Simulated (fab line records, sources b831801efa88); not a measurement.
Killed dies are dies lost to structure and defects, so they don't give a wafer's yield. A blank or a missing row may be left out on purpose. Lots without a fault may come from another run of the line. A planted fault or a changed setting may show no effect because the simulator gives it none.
A struck lot beside a sound one | flow gf180mcu | 23 steps out of a route of 602
Sound: wafers L809.1, L809.4, L809.5. Struck: wafers L820.2, L820.4, L820.6. The cause comes at the end.
At each step with rows: each side's tool, then ch and its chambers, then its first start. Under that, the readings that differ: sound wafers | struck wafers | difference of the means | sigmas: that difference in standard deviations of wafers without a fault.
alike: readings whose means differ by less than 2 such deviations, and words and numbers that are the same on both sides. not compared: withheld readings, readings that some wafer has no value for, bounds like >300 that may hide the same value, and numbers for which the record gives no deviation and whose values overlap.
The two part at a step that has a row with sigmas, a row that says differs or no value, or rows on one side only. Numbers that don't overlap but have no deviation are shown without sigmas and don't part them. A reading that every wafer of one side lacks parts them only if that side has two wafers or more.

first, 2 steps without rows for these wafers: GF_HV_LDD_PEB_29; GF_HV_LDD_DEVELOP_30 (develop time 60 s).
GF_HV_LDD_CD_MEAS_31: target cd 400 nm.
  sound on cd_sem-01, day 13 02:25; struck on cd_sem-01, day 17 04:20
  alike: cd_nm
GF_HV_LDD_OVL_MEAS_32:
  sound on overlay-01, day 13 02:32; struck on overlay-01, day 17 04:26
  alike: HV_LDD_02_OVL
then, 4 steps without rows for these wafers: GF_HV_LDD_IMPLANT_33; GF_HV_LDD_IMPLANT_34; GF_HV_LDD_IMPLANT_35; GF_HV_LDD_IMPLANT_36.
GF_HV_LDD_STRIP_37: strips in O2/N2.
  sound on plasma_asher-03 ch 0, day 13 03:10; struck on plasma_asher-01 ch 1, day 17 05:06
  reading            | sound       | struck      | difference | sigmas
  heater_power_w (W) | 316 319 321 | 371 375 364 | +51        | +2
  alike: drypump_motor_current_A, oes_product_au, strip_time_to_endpoint_s
  not compared: rf_hours_counter_h
GF_HV_LDD_TW_MEAS_38:
  sound on film_metro-01, day 13 03:17; struck on film_metro-02, day 17 05:13
  alike: HV_LDD_3_TW
then, 2 steps without rows for these wafers: GF_HV_LDD_DEHYDRATE_39 (time 60 s); GF_HV_LDD_HMDS_40 (prime time 60 s).
GF_HV_LDD_COAT_41: resist thk 1000 nm.
  sound on litho_track-03 ch 0, day 13 12:14; struck on litho_track-02 ch 0, day 17 15:25
  reading                                     | sound             | struck         | difference | sigmas
  model.NOVOLAK_of_HV_LDD_COAT_41.thk_nm (nm) | 997.5 995.5 994.9 | 1060 1057 1058 | +62        |
then, 3 steps without rows for these wafers: GF_HV_LDD_SOFTBAKE_42 (time 60 s); GF_HV_LDD_EXPOSE_43 (exposes mask Pplus HV AREA, target cd 400 nm); GF_HV_LDD_PEB_44.
GF_HV_LDD_DEVELOP_45: develop time 60 s.
  sound on litho_track-02 ch 0, day 13 22:09; struck on litho_track-03 ch 0, day 18 03:30
  reading                                     | sound             | struck         | difference | sigmas
  model.NOVOLAK_of_HV_LDD_COAT_41.thk_nm (nm) | 997.1 995.1 994.5 | 1059 1057 1058 | +62        |
GF_HV_LDD_CD_MEAS_46: target cd 400 nm.
  sound on cd_sem-01, day 13 22:18; struck on cd_sem-02, day 18 03:38
  reading    | sound             | struck            | difference | sigmas
  cd_nm (nm) | 403.2 403.2 400.7 | 396.3 395.6 397.2 | -6.0       | -3
GF_HV_LDD_OVL_MEAS_47:
  sound on overlay-01, day 13 22:25; struck on overlay-01, day 18 03:45
  alike: HV_LDD_03_OVL
then, 1 step without rows for these wafers: GF_HV_LDD_IMPLANT_48.
GF_HV_LDD_STRIP_49: strips in O2/N2.
  sound on plasma_asher-04 ch 0,1, day 13 22:36; struck on plasma_asher-01 ch 0,1, day 18 03:56
  reading                      | sound             | struck            | difference | sigmas
  strip_time_to_endpoint_s (s) | 12.60 12.58 12.57 | 13.23 13.20 13.21 | +0.63      | +20
  alike: drypump_motor_current_A, heater_power_w, oes_product_au
  not compared: rf_hours_counter_h
GF_HV_LDD_TW_MEAS_50:
  sound on film_metro-04, day 13 22:42; struck on film_metro-01, day 18 04:02
  reading     | sound             | struck            | difference | sigmas
  HV_LDD_4_TW | 559.2 563.3 559.4 | 568.1 567.6 565.4 | +6.4       | +3
then, 1 step without rows for these wafers: GF_PASSIVATION_PROBE_99.

WHERE THEY PART
First at GF_HV_LDD_STRIP_37; last, within this record, at GF_HV_LDD_TW_MEAS_50.

WHY: what the simulator had put in
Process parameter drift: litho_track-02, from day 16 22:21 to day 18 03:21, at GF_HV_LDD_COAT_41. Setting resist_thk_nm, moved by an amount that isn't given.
